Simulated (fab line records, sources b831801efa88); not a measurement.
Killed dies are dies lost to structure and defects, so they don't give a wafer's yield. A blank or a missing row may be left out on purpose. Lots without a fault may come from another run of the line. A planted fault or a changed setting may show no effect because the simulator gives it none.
Chamber matching | flow gf180mcu | GF_V5_ETCH_16 on rie_diel-04: 4 sister chambers
The step etches BARC in N2/H2. 20 wafers are shown with their chamber, then 10 later ones without.

WAFERS WITH THEIR CHAMBER
wafer  | chamber | drypump_motor_current_A (A) | throttle_valve_pct (%) | oes_product_au (a.u.)
L074.1 | 0       | 4.9                         | 13.232                 | 0.852
L074.4 | 1       | 5.4                         | 13.219                 | 0.860
L074.6 | 0       | 4.9                         | 13.226                 | 0.850
L076.1 | 3       | 5.9                         | 13.227                 | 0.848
L076.2 | 1       | 5.4                         | 13.219                 | 0.859
L076.3 | 0       | 4.9                         | 13.236                 | 0.857
L076.4 | 2       | 5.1                         | 13.214                 | 0.853
L076.5 | 1       | 5.4                         | 13.220                 | 0.853
L076.6 | 0       | 4.9                         | 13.229                 | 0.862
L079.1 | 0       | 4.9                         | 13.223                 | 0.853
L079.3 | 2       | 5.1                         | 13.249                 | 0.857
L079.5 | 1       | 5.3                         | 13.241                 | 0.846
L083.2 | 2       | 5.1                         | 13.229                 | 0.853
L083.3 | 3       | 5.9                         | 13.222                 | 0.863
L083.4 | 1       | 5.4                         | 13.231                 | 0.854
L084.3 | 0       | 4.9                         | 13.216                 | 0.846
L084.5 | 0       | 4.9                         | 13.220                 | 0.851
L084.6 | 1       | 5.4                         | 13.214                 | 0.857
L088.1 | 2       | 5.1                         | 13.227                 | 0.855
L088.2 | 0       | 4.9                         | 13.225                 | 0.851

SIGNATURES (means of the wafers above)
reading                 | chamber 0 | chamber 1 | chamber 2 | chamber 3 | scatter within a chamber
drypump_motor_current_A | 4.900     | 5.383     | 5.100     | 5.900     | 0.0228
throttle_valve_pct      | 13.22588  | 13.22400  | 13.22975  | 13.22450  | 0.00947
oes_product_au          | 0.85275   | 0.85483   | 0.85450   | 0.85550   | 0.00511
Rule: a wafer's distance from a chamber is the root of the sum, over the readings, of the square of ((its reading less the chamber's mean) divided by the reading's scatter). The wafer belongs to the nearest chamber; if the next one is less than 2 further off, it can't be placed. The scatter: the root of (the sum of the squares of (reading less its chamber's mean) over the shown wafers, divided by (wafers less chambers)).

WAFERS WITHOUT THEIR CHAMBER
wafer  | drypump_motor_current_A (A) | throttle_valve_pct (%) | oes_product_au (a.u.)
L088.3 | 5.4                         | 13.229                 | 0.856
L088.4 | 5.9                         | 13.223                 | 0.853
L088.5 | 4.9                         | 13.224                 | 0.855
L088.6 | 5.3                         | 13.220                 | 0.848
L095.4 | 5.0                         | 13.226                 | 0.855
L095.5 | 5.1                         | 13.250                 | 0.853
L095.6 | 5.9                         | 13.227                 | 0.857
L097.1 | 5.3                         | 13.245                 | 0.860
L097.2 | 4.9                         | 13.233                 | 0.860
L097.3 | 5.1                         | 13.228                 | 0.863

WHICH CHAMBER EACH WENT THROUGH
wafer  | from the rows above     | in truth
L088.3 | 1                       | 1
L088.4 | 3                       | 3
L088.5 | 0                       | 0
L088.6 | 1                       | 1
L095.4 | can't be placed: 2 or 0 | 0
L095.5 | 2                       | 2
L095.6 | 3                       | 3
L097.1 | 1                       | 1
L097.2 | 0                       | 0
L097.3 | 2                       | 2
Placed correctly: 9 of 10. Can't be placed from these rows: 1 (the true chamber is among the candidates in 1). Placed wrongly: 0.
